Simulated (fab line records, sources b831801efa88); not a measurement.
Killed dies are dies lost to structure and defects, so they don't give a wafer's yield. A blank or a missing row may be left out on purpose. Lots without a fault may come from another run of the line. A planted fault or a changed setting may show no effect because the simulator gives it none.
Problem report in the 8D (eight disciplines) form, filled by code | flow gf180mcu | the parts of the form that need people (team, actions taken, sign-off) are left out

1. THE PROBLEM
cd_nm at GF_M3_CD_MEAS_14 reads a mean of 250.6 nm on 2 wafers of 1 lot; wafers without a fault read 280.2 nm with a standard deviation of 1.1. That is -27 standard deviations from the usual mean.
The step: target cd 280 nm.
First seen on wafer L528.3, day 27 12:23, on cd_sem-02. The record holds 14 wafers of 5 lots with a number at this step. Rule for "out", or "out of limits": more than 4 standard deviations from the usual mean. The other wafers with a number count as sound.

2. WHAT IT IS AND WHAT IT IS NOT
question                    | is                     | is not
which readings at this step | cd_nm                  | -
which lots                  | L528                   | L513, L515, L521, L533
which wafers of those lots  | all that have a number | -
read on which gauges        | cd_sem-02              | cd_sem-01
when                        | from day 27 12:23      | up to then (9 sound wafers); but 3 sound wafers of L533 came after

3. SUSPECTS, AND WHAT RULES EACH OUT
Counting: a tool at a process step up to the reading stays a suspect if it ran every lot that is out and no sound lot after the first of them.
- the gauge at GF_M3_CD_MEAS_14: kept. All the wafers that are out were read on cd_sem-02, and no step on other tools shows them out.
- pvd_sputter-01 at GF_M3_SPUTTER_00 (material Ti, target thk 37.5 nm, time 150 s): ruled out as a lasting fault. Sound lots L533 ran on it after its first lot that is out, L528 (day 26 16:04).
- pvd_sputter-01 at GF_M3_SPUTTER_01 (material TiN, target thk 30 nm, time 25 s): ruled out as a lasting fault. Sound lots L533 ran on it after its first lot that is out, L528 (day 26 16:10).
- pvd_sputter-01 at GF_M3_SPUTTER_02 (material AlCu, target thk 450 nm, time 23.9 s): ruled out as a lasting fault. Sound lots L533 ran on it after its first lot that is out, L528 (day 26 16:11).
- pvd_sputter-01 at GF_M3_SPUTTER_04 (material TiN, target thk 50 nm, time 41.7 s): ruled out as a lasting fault. Sound lots L533 ran on it after its first lot that is out, L528 (day 26 16:14).
- krf_scanner-02 at GF_M3_EXPOSE_11 (exposes mask Metal3, target cd 280 nm): kept. It ran the lot that is out, L528 (day 27 02:32), and no sound lot after that; its last sound lot up to then is L521 (day 24 19:23).
Left after counting: krf_scanner-02 at GF_M3_EXPOSE_11, cd_sem-02 at GF_M3_CD_MEAS_14.

4. THE CAUSE (what the simulator had put in)
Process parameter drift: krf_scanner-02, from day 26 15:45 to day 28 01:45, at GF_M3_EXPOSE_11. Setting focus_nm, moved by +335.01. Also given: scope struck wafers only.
Counting left 2 suspects, and this tool is among them.

5. THE CHAIN OF EFFECTS, in route order
Each row: a reading whose mean over the struck wafers that have a number lies more than 3 standard deviations from the usual. Only readings for which the record gives a usual standard deviation are gone through. hours: the time from each lot's start at the first step in this table that gives one to its start at this step, as a median over the lots. sigmas: the change in usual standard deviations.
hours | step             | reading | usual    | on struck wafers | change | sigmas
0     | GF_M3_CD_MEAS_14 | cd_nm   | 280.2 nm | 250.6            | -29.6  | -27
Later measuring or inspecting steps at which every struck wafer that the step has a row for has a number for every such reading, and none has moved that far: GF_M3_OVL_MEAS_15.

6. WHAT WOULD HAVE CAUGHT IT SOONER
In this record the first reading out of limits at a measuring or inspecting step was taken at day 27 12:23, 21 hours after the fault began at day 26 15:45.
All the lots that are out (1) had begun GF_M3_EXPOSE_11 on krf_scanner-02 by day 27 12:23. A hold on the tool at that time would have spared none of them.
